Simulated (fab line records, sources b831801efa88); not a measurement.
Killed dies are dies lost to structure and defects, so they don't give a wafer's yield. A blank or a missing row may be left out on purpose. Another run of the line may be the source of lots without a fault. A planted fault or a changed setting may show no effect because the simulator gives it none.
2 desks looking at one fault | flow sky130 | what lay behind the numbers comes last; until then each desk has only its own

== AT THE METROLOGY DESK ==
Lot by lot, what the gauges showed, no matter which tool ran the lot: averages of those sampled wafers that carry a number. The brackets show how far a lot's mean lies from the usual mean; more than 4 standard deviations puts the lot out of limits, marked OUT.
Columns: A = NWELL_OXIDATION_THK at SKY_NWELL_THK_MEAS_02, usual 9.92 nm; B = cd nm at SKY_SONOS_TUNNEL_CD_MEAS_07, usual 409.1 nm
lot  | first seen here | A     | B
L458 | day 2 14:44     | 9.93  | 410.3
L460 | day 3 03:22     | 10.10 | 407.3
L461 | day 3 08:51     | 9.92  | 408.1
L462 | day 3 11:07     | 9.90  | 408.2
L463 | day 3 17:04     | 9.97  | 410.0
L464 | day 3 22:28     | 9.82  | 406.1
L465 | day 4 01:17     | 10.09 | 411.6
L466 | day 4 07:05     | 10.23 | 407.5
L467 | day 4 10:54     | 10.22 | 410.4
L470 | day 5 05:26     | 9.72  | 410.9
L477 | day 6 13:38     | 9.89  | 406.6
L478 | day 6 20:47     | 9.75  | 410.1
L480 | day 7 03:54     | 9.94  | 408.4
This desk's finding: nothing out of limits on any of the 13 lots.

== FOR THE TOOL OWNER'S DESK: rie si-01 ==
The tool's own readings at SKY_FIELD_ISO_ETCH_17 (etches Si in HBr/Cl2/O2, target depth 342 nm, time 97.7 s): means of the sampled wafers that have a number, for each lot that ran on this tool. The brackets show how far a lot's mean lies from the usual mean; more than 4 standard deviations puts the lot out of limits, marked OUT.
Columns: A = HBr_flow_sccm at SKY_FIELD_ISO_ETCH_17, usual 150.0 sccm; B = chamber pressure mTorr at SKY_FIELD_ISO_ETCH_17, usual 15.000 mTorr; C = drypump motor current A at SKY_FIELD_ISO_ETCH_17, usual 5.6 A; D = oes product au at SKY_FIELD_ISO_ETCH_17, usual 1.000 a.u.; E = run length s at SKY_FIELD_ISO_ETCH_17, usual 126.0 s; F = throttle valve pct at SKY_FIELD_ISO_ETCH_17, usual 25.655 %
lot  | first seen here | A     | B      | C   | D     | E               | F
L460 | day 2 21:21     | 150.2 | 15.006 | 5.6 | 1.002 | 126.3           | 25.642
L461 | day 3 00:57     | 150.1 | 15.000 | 5.6 | 0.998 | 126.0           | 25.652
L464 | day 3 11:23     | 149.7 | 14.985 | 5.6 | 1.005 | 126.0           | 25.658
L467 | day 4 03:34     | 150.1 | 14.996 | 5.6 | 1.001 | 126.2           | 25.651
L477 | day 6 07:03     | 149.7 | 14.994 | 5.6 | 0.996 | 137.8 (+30) OUT | 25.648
L478 | day 6 13:32     | 149.8 | 14.998 | 5.6 | 0.996 | 132.2 (+16) OUT | 25.659
This desk finds L477, L478 out of limits, L477 being first, at day 6 07:03 (run length s at SKY_FIELD_ISO_ETCH_17). L460, L461, L464, L467 stayed within limits.

== TAKEN TOGETHER ==
The tool owner's desk had the chance to raise an alarm at day 6 07:03 on L477, L478.
Metrology desk: nothing out of limits seen.
The metrology desk has L477, L478 on record, within its limits.
Every lot named ran SKY_FIELD_ISO_ETCH_17 on rie si-01.

== WHAT THE SIMULATOR HAD PUT IN ==
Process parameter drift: rie si-01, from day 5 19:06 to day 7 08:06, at SKY_FIELD_ISO_ETCH_17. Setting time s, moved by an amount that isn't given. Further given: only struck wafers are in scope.
Struck lots among those shown: L477, L478.
Time in hours from fault onset to the first out-of-limits reading at each desk: the tool owner's desk, 12.
